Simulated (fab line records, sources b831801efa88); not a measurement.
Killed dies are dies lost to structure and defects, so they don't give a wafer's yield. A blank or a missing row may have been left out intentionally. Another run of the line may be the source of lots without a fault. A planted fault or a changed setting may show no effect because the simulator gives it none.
Comparing a struck lot with a sound one + flow sfq_line + 19 out of 325 route steps
Sound: these wafers, L829.2, L829.5, L829.6. The struck wafers were L832.2, L832.3, L832.6. The cause comes at the end.
Each step with rows lists, per side, the tool, then ch with its chambers, then its first start. Under that, the readings that differ: sound wafers + struck wafers + difference of the means + sigmas: that difference in standard deviations of wafers without a fault.
alike: same words and numbers on both sides, and readings whose means sit less than 2 such deviations apart. not compared: any withheld reading, any reading some wafer has no value for, any bound like >300 that may hide the same value, and any number with overlapping values for which the record gives no deviation.
A row with sigmas, a row that says differs or no value, or rows on one side alone: a step with any of these is where the two part. When numbers do not overlap yet have no deviation, they are printed without sigmas and do not part them. Lack of a reading on every wafer of one side parts them only where that side has two or more wafers.

first, 4 steps without rows for these wafers: SFQ_TRILAYER_L0_LITHO_SOFTBAKE_009; SFQ_TRILAYER_L0_LITHO_EXPOSE_006 (exposes mask L0, target cd 2000 nm); SFQ_TRILAYER_L0_LITHO_PEB_008 (peb time 60 s); SFQ_TRILAYER_L0_LITHO_DEVELOP_007 (time 60 s).
SFQ_TRILAYER_L0_BARC_OPEN_METAL_ETCH_010: etches BARC in O2, target depth 125 nm, time 41.7 s.
  sound on rie_metal-04 ch 0,1, day 5 02:14; struck on rie_metal-04 ch 0,1, day 5 17:23
  alike: bias_w, drypump_motor_current_A, oes_product_au, rf_fwd_power_W
  not compared: rf_hours_counter_h
SFQ_TRILAYER_L0_ETCH_METAL_ETCH_008: etches MoNx KI in SF6/O2, stops on SiO2, target depth 50 nm, time 25 s.
  sound on rie_metal-04 ch 0,1, day 5 02:17; struck on rie_metal-04 ch 0,1, day 5 17:26
  alike: bias_w, drypump_motor_current_A, oes_product_au, rf_fwd_power_W
  not compared: rf_hours_counter_h
SFQ_TRILAYER_L0_STRIP_STRIP_009: strips in O2.
  sound on rie_metal-04 ch 0,1, day 5 02:20; struck on rie_metal-04 ch 0,1, day 5 17:29
  alike: drypump_motor_current_A, oes_product_au
  not compared: rf_hours_counter_h
then, 1 step without rows for these wafers: SFQ_TRILAYER_L0_STRIP_SOLV_CLEAN_010 (cleans in NMP, time 600 s).
SFQ_TRILAYER_L0_CAP_PECVD_011: deposits SiO2 from SiH4/N2O, time 13.333 s, target thk 60 nm.
  sound on pecvd-02 ch 0,2, day 5 03:19; struck on pecvd-03 ch 0,1, day 5 18:17
  alike: heater_power_w, rf_fwd_power_W, throttle_valve_pct
then, 3 steps without rows for these wafers: SFQ_TRILAYER_L0_VIA_LITHO_COAT_018 (resist thk 62 nm); SFQ_TRILAYER_L0_VIA_LITHO_COAT_013 (resist thk 650 nm); SFQ_TRILAYER_L0_VIA_LITHO_SOFTBAKE_017.
-- the record jumps here: 3 days lie between the struck wafers' starts before and after --
SFQ_TRILAYER_L0_VIA_LITHO_EXPOSE_014: exposes mask L0V, target cd 700 nm.
  sound on krf_scanner-01 ch 0, day 8 02:25; struck on krf_scanner-01 ch 0, day 8 18:01
| reading              | sound                | struck               | difference | sigmas |
|----------------------|----------------------|----------------------|------------|--------|
| exposure_dose_mJ_cm2 | 21.303 21.280 21.316 | 22.378 22.364 22.369 | +1.071     | +54    |
  alike: mask
then, 2 steps without rows for these wafers: SFQ_TRILAYER_L0_VIA_LITHO_PEB_016 (peb time 60 s); SFQ_TRILAYER_L0_VIA_LITHO_DEVELOP_015 (time 60 s).
SFQ_L0V_OVL_MEAS_903:
  sound: overlay-01 at day 8 03:44; struck: overlay-02 at day 8 19:20
  alike: L0V_OVL
SFQ_TRILAYER_L0_VIA_BARC_OPEN_VIA_ETCH_021: etches BARC in O2, target depth 125 nm, time 41.7 s.
  sound on rie_diel-04 ch 2,3, day 8 03:46; struck on rie_diel-04 ch 1,2,3, day 8 19:22
| reading              | sound             | struck            | difference | sigmas |
|----------------------|-------------------|-------------------|------------|--------|
| model.L0V.cd_nm (nm) | 699.1 700.1 700.1 | 705.9 707.1 705.4 | +6.4       |        |
  alike: bias_w, drypump_motor_current_A, oes_product_au, rf_fwd_power_W
  not compared: rf_hours_counter_h
SFQ_TRILAYER_L0_VIA_ETCH_VIA_ETCH_016: etches SiO2 in CHF3, stops on MoNx KI, target depth 80 nm.
  sound on rie_diel-04 ch 2,3, day 8 03:48; struck on rie_diel-04 ch 1,2,3, day 8 19:24
| reading              | sound             | struck            | difference | sigmas |
|----------------------|-------------------|-------------------|------------|--------|
| model.L0V.cd_nm (nm) | 699.2 700.3 699.8 | 706.3 707.4 705.7 | +6.7       |        |
  alike: bias_w, drypump_motor_current_A, oes_product_au, rf_fwd_power_W
SFQ_TRILAYER_L0_VIA_STRIP_STRIP_017: strips in O2.
  sound on rie_metal-01 ch 0,1, day 8 03:50; struck on rie_metal-04 ch 0,1, day 8 19:26
  alike: drypump_motor_current_A, oes_product_au
  not compared: rf_hours_counter_h

WHERE THEY PART
Only at SFQ_TRILAYER_L0_VIA_LITHO_EXPOSE_014, within this record. Later steps at which nothing parts them and some readings are alike: SFQ_L0V_OVL_MEAS_903, SFQ_TRILAYER_L0_VIA_BARC_OPEN_VIA_ETCH_021, SFQ_TRILAYER_L0_VIA_ETCH_VIA_ETCH_016, SFQ_TRILAYER_L0_VIA_STRIP_STRIP_017.

WHY: whatever the simulator had introduced
Process parameter drift: krf_scanner-01, from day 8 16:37 on, at SFQ_TRILAYER_L0_VIA_LITHO_EXPOSE_014. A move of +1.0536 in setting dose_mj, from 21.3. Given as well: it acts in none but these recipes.
